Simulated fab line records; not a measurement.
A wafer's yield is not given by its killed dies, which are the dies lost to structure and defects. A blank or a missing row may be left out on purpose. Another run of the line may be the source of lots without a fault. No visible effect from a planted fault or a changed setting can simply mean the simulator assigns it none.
Which tool was responsible? | flow gf180mcu | Sampling: 14 lots, 42 wafers, 6 of 602 route steps

## WHAT THE GAUGES READ, wafer by wafer
GF_STI_THK_MEAS_02. Usual: STI_OXIDATION_THK 9.95 nm, standard deviation 0.24.
lot  | measured    | on            | STI_OXIDATION_THK (nm) | flag
L783 | day 1 12:16 | film-metro-02 | 9.81 9.81 9.85         |
L784 | day 1 16:32 | film-metro-01 | 10.23 10.21 10.14      |
L785 | day 1 21:31 | film-metro-02 | 9.55 9.59 9.77         |
L786 | day 2 02:31 | film-metro-02 | 9.89 10.07 10.01       |
L787 | day 2 07:31 | film-metro-02 | 9.95 9.96 10.07        |
L788 | day 2 13:05 | film-metro-01 | 10.03 9.89 10.06       |
L789 | day 2 17:31 | film-metro-04 | 10.29 10.27 10.09      |
L790 | day 2 22:32 | film-metro-04 | 9.48 9.70 9.77         |
L791 | day 3 04:24 | film-metro-04 | 9.96 10.03 9.92        |
L792 | day 3 08:31 | film-metro-02 | 9.49 9.57 9.50         |
L793 | day 3 15:19 | film-metro-02 | 10.35 9.85 10.14       |
L794 | day 3 18:31 | film-metro-02 | 9.97 10.11 9.90        |
L795 | day 3 23:31 | film-metro-02 | 10.06 10.04 9.95       |
L796 | day 4 04:31 | film-metro-01 | 9.65 9.87 9.69         |

GF_LVPWELL_TW_MEAS_11. Usual: LVPWELL_TW 569, standard deviation 5.2.
lot  | measured    | on            | LVPWELL_TW     | flag
L783 | day 3 19:33 | film-metro-04 | 569 569 571    |
L784 | day 4 01:25 | film-metro-01 | 562 566 565    |
L785 | day 4 08:43 | film-metro-04 | 574 576 576    |
L786 | day 4 13:40 | film-metro-03 | 569 571 575    |
L787 | day 4 17:46 | film-metro-03 | 571 570 572    |
L788 | day 5 01:38 | film-metro-01 | 567 566 564    |
L789 | day 5 07:03 | film-metro-03 | 565 563 567    |
L790 | day 5 13:55 | film-metro-04 | 574 575 577    |
L791 | day 5 21:27 | film-metro-01 | 565 568 564    |
L792 | day 6 00:31 | film-metro-04 | 575 575 579    |
L793 | day 6 08:43 | film-metro-03 | 1338 1334 1337 | OFF
L794 | day 6 11:34 | film-metro-01 | 1313 1307 1315 | OFF
L795 | day 6 17:46 | film-metro-03 | 1326 1339 1339 | OFF
L796 | day 6 21:33 | film-metro-01 | 1309 1323 1317 | OFF

GF_VT_IMPLANT_RS_MEAS_48: a four-point-probe measurement. Usual: LVPWELL_RS 1197.1 ohm/sq, standard deviation 2.7.
lot  | measured     | on            | LVPWELL_RS (ohm/sq)  | flag
L783 | day 7 10:34  | film-metro-04 | 1193.6 1194.5 1195.3 |
L784 | day 7 17:19  | film-metro-01 | 1193.3 1193.1 1195.0 |
L785 | day 8 02:51  | film-metro-01 | 1198.4 1200.7 1198.7 |
L786 | day 8 07:19  | film-metro-04 | 1196.7 1195.7 1197.3 |
L787 | day 8 14:12  | film-metro-01 | 1197.1 1201.7 1200.9 |
L788 | day 8 22:43  | film-metro-01 | 1191.8 1194.9 1191.9 |
L789 | day 9 06:55  | film-metro-01 | 1196.0 1195.4 1196.4 |
L790 | day 9 14:04  | film-metro-04 | 1197.1 1192.3 1196.4 |
L791 | day 10 00:21 | film-metro-04 | 1194.1 1195.9 1198.7 |
L792 | day 10 02:16 | film-metro-04 | 1195.4 1194.0 1196.6 |
L793 | day 10 12:34 | film-metro-03 | - - -                | OFF
L794 | day 10 17:05 | film-metro-03 | - - -                | OFF
L795 | day 10 23:06 | film-metro-04 | - - -                | OFF
L796 | day 11 05:39 | film-metro-01 | - - -                | OFF

GF_DUAL_GATE_THK_MEAS_03. Usual: DUAL_GATE_OXIDATION_00_THK 10.76 nm, standard deviation 0.27.
lot  | measured     | on            | DUAL_GATE_OXIDATION_00_THK (nm) | flag
L783 | day 7 12:30  | film-metro-04 | 11.27 11.12 10.95               |
L784 | day 7 19:19  | film-metro-02 | 10.81 11.02 10.87               |
L785 | day 8 04:43  | film-metro-01 | 10.99 11.01 10.96               |
L786 | day 8 09:35  | film-metro-01 | 10.91 11.16 11.05               |
L787 | day 8 16:04  | film-metro-04 | 11.26 11.18 11.27               |
L788 | day 9 00:56  | film-metro-01 | 10.81 10.59 10.68               |
L789 | day 9 08:47  | film-metro-01 | 11.14 10.99 11.15               |
L790 | day 9 15:58  | film-metro-01 | 10.33 10.63 10.55               |
L791 | day 10 02:14 | film-metro-01 | 10.69 10.54 10.52               |
L792 | day 10 04:48 | film-metro-02 | 11.03 10.75 10.75               |
L793 | day 10 14:26 | film-metro-04 | 10.50 10.45 10.38               |
L794 | day 10 18:58 | film-metro-01 | 10.26 10.11 10.19               |
L795 | day 11 00:58 | film-metro-02 | 10.67 10.61 10.59               |
L796 | day 11 07:58 | film-metro-01 | 10.76 10.60 10.69               |

## WHICH TOOL RAN EACH LOT (tool, then ch and the chambers of the sampled wafers, then the start)
lot  | GF_LVPWELL_IMPLANT_08          | GF_VT_IMPLANT_STRIP_42
L783 | implanter-04 ch 0, day 3 19:09 | plasma-asher-04 ch 0,1, day 7 09:58
L784 | implanter-02 ch 0, day 4 01:04 | plasma-asher-04 ch 0,1, day 7 16:44
L785 | implanter-03 ch 0, day 4 08:19 | plasma-asher-01 ch 0,1, day 8 02:18
L786 | implanter-02 ch 0, day 4 13:16 | plasma-asher-04 ch 0,1, day 8 06:46
L787 | implanter-04 ch 0, day 4 17:22 | plasma-asher-01 ch 0,1, day 8 13:39
L788 | implanter-03 ch 0, day 5 01:14 | plasma-asher-01 ch 0,1, day 8 22:09
L789 | implanter-03 ch 0, day 5 06:39 | plasma-asher-02 ch 0,1, day 9 06:22
L790 | implanter-03 ch 0, day 5 13:31 | plasma-asher-04 ch 0,1, day 9 13:30
L791 | implanter-03 ch 0, day 5 21:03 | plasma-asher-01 ch 0,1, day 9 23:48
L792 | implanter-04 ch 0, day 6 00:07 | plasma-asher-04 ch 0,1, day 10 01:43
L793 | implanter-03 ch 0, day 6 08:19 | plasma-asher-01 ch 0,1, day 10 12:01
L794 | implanter-03 ch 0, day 6 11:10 | plasma-asher-02 ch 0,1, day 10 16:30
L795 | implanter-02 ch 0, day 6 17:22 | plasma-asher-02 ch 0,1, day 10 22:33
L796 | implanter-02 ch 0, day 6 21:09 | plasma-asher-01 ch 0,1, day 11 05:06
- GF_LVPWELL_IMPLANT_08
- GF_VT_IMPLANT_STRIP_42: strips in O2/N2.

## WHAT THE TOOLS THEMSELVES READ (means of the sampled wafers that have a number; where no wafer has one, the mark that the record gives instead)
GF_LVPWELL_IMPLANT_08. Usual: tilt-deg 0.003 degrees, standard deviation 0.016.
lot  | tool         | tilt-deg (degrees) | flag
L783 | implanter-04 | 0.005              |
L784 | implanter-02 | -0.012             |
L785 | implanter-03 | -0.013             |
L786 | implanter-02 | 0.013              |
L787 | implanter-04 | 0.009              |
L788 | implanter-03 | 0.011              |
L789 | implanter-03 | -0.007             |
L790 | implanter-03 | 0.011              |
L791 | implanter-03 | 0.037              |
L792 | implanter-04 | -0.010             |
L793 | implanter-03 | -0.007             |
L794 | implanter-03 | -0.016             |
L795 | implanter-02 | 0.011              |
L796 | implanter-02 | -0.005             |

GF_VT_IMPLANT_STRIP_42. Usual: drypump-motor-current-A 6.0 A, standard deviation 0.31; heater-power-w 346 W, standard deviation 25; oes-product-au 0.716 a.u., standard deviation 0.0042; platen-temp-c 250.03 C, standard deviation 0.17; strip-time-to-endpoint-s 12.64 s, standard deviation 0.037.
lot  | tool            | drypump-motor-current-A (A) | heater-power-w (W) | oes-product-au (a.u.) | platen-temp-c (C) | strip-time-to-endpoint-s (s) | flag
L783 | plasma-asher-04 | 6.1                         | 317                | 0.714                 | 250.02            | 12.62                        |
L784 | plasma-asher-04 | 6.1                         | 316                | 0.719                 | 249.96            | 12.66                        |
L785 | plasma-asher-01 | 5.7                         | 345                | 0.716                 | 249.95            | 12.67                        |
L786 | plasma-asher-04 | 6.1                         | 322                | 0.719                 | 250.04            | 12.61                        |
L787 | plasma-asher-01 | 5.7                         | 344                | 0.716                 | 250.12            | 12.68                        |
L788 | plasma-asher-01 | 5.7                         | 350                | 0.711                 | 250.01            | 12.62                        |
L789 | plasma-asher-02 | 6.3                         | 377                | 0.717                 | 250.04            | 12.69                        |
L790 | plasma-asher-04 | 6.1                         | 317                | 0.719                 | 250.15            | 12.63                        |
L791 | plasma-asher-01 | 5.7                         | 342                | 0.713                 | 249.84            | 12.71                        |
L792 | plasma-asher-04 | 6.1                         | 322                | 0.718                 | 250.03            | 12.60                        |
L793 | plasma-asher-01 | 6.0                         | 350                | 0.716                 | 249.99            | 12.66                        |
L794 | plasma-asher-02 | 6.2                         | 378                | 0.716                 | 249.93            | 12.64                        |
L795 | plasma-asher-02 | 6.3                         | 374                | 0.715                 | 250.00            | 12.65                        |
L796 | plasma-asher-01 | 5.7                         | 347                | 0.717                 | 250.14            | 12.57                        |

## THE ANSWER, worked out from the rows above alone
Rule: a lot counts as off when the mean over its wafers that have a number is more than 3 standard deviations away from the usual mean. Also off: a lot with no number at a reading for which 4 or more lots have one. The other lots that the step has rows for count as sound. The gauges are gone through in route order, then the tools' own readings, and for those a lot's mean is taken as printed above. The first step at which some lot is off is used, and at that step the reading that is off furthest; a lot without a number counts as furthest.
Off: at GF_LVPWELL_TW_MEAS_11 (LVPWELL_TW), L793, L794, L795, L796.
If a tool, at a process step before that reading, ran all the lots that are off and no sound lot after the first of them, it fits. Gauges at GF_LVPWELL_TW_MEAS_11: tried the same way as those tools. Not one of the candidates tried fits.

## WHAT THE SIMULATOR HAD PUT IN
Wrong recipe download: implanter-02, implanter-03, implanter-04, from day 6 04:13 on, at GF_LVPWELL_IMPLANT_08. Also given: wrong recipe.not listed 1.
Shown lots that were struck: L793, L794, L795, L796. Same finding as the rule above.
